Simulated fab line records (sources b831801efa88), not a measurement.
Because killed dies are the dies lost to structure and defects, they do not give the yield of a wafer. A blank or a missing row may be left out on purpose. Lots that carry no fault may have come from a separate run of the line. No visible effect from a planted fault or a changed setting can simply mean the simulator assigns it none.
A lot that was struck, set against a sound lot -- flow gf180mcu -- 14 out of 602 route steps
Sound: the wafers L786.1, L786.3, L786.4. Wafers struck: L771.3, L771.4, L771.5. The cause is named last.
Per side, at each step with rows, come the tool, then ch with its chambers, and then its first start. Under that, the readings that differ: sound wafers -- struck wafers -- difference of the means -- sigmas: that difference in standard deviations of wafers without a fault.
alike: words and numbers the same on both sides, and readings whose means are apart by under 2 such deviations; not compared: readings that were withheld, readings missing a value for some wafer, numbers with overlapping values and no deviation given by the record, and bounds like >300 which may hide the same value.
A row with sigmas, a row that says differs or no value, or rows on one side alone: a step with any of these is where the two part. When numbers do not overlap yet have no deviation, they are printed without sigmas and do not part them. Lack of a reading on every wafer of one side parts them only where that side has two or more wafers.

first, 4 steps without rows for these wafers: GF_HV_LDD_IMPLANT_33; GF_HV_LDD_IMPLANT_34; GF_HV_LDD_IMPLANT_35; GF_HV_LDD_IMPLANT_36.
GF_HV_LDD_STRIP_37: strips in O2/N2.
  sound on plasma asher-02 ch 0,1, day 18 20:59; struck on plasma asher-02 ch 0,1, day 13 22:46
  alike: drypump motor current A, heater power w, oes product au, strip time to endpoint s
  not compared: rf hours counter h
GF_HV_LDD_TW_MEAS_38:
  sound on film metro-04 at day 18 21:05; struck on film metro-03 at day 13 22:51
  alike: HV_LDD_3_TW
then, 6 steps without rows for these wafers: GF_HV_LDD_DEHYDRATE_39 (time 60 s); GF_HV_LDD_HMDS_40 (prime time 60 s); GF_HV_LDD_COAT_41 (resist thk 1000 nm); GF_HV_LDD_SOFTBAKE_42 (time 60 s); GF_HV_LDD_EXPOSE_43 (exposes mask Pplus HV AREA, target cd 400 nm); GF_HV_LDD_PEB_44.
GF_HV_LDD_DEVELOP_45: develop time 60 s.
  struck on litho track-02, day 14 18:33; sound on litho track-01 ch 0, day 19 20:53
  no value came back on the struck wafers for chill plate temp C (C), develop time s (s); on the sound wafers chill plate temp C (C) reads 23.09 23.12 23.10
GF_HV_LDD_CD_MEAS_46: the cd target is 400 nm.
  sound on cd sem-01 at day 19 21:02; struck on cd sem-01 at day 14 18:41
reading,sound,struck,difference,sigmas
cd nm (nm),406.8 404.9 404.9,- - -,no value on the struck wafers,

== WHERE THEY PART ==
Earliest at GF_HV_LDD_DEVELOP_45; latest, in this record, at GF_HV_LDD_CD_MEAS_46.

WHY: whatever the simulator had introduced
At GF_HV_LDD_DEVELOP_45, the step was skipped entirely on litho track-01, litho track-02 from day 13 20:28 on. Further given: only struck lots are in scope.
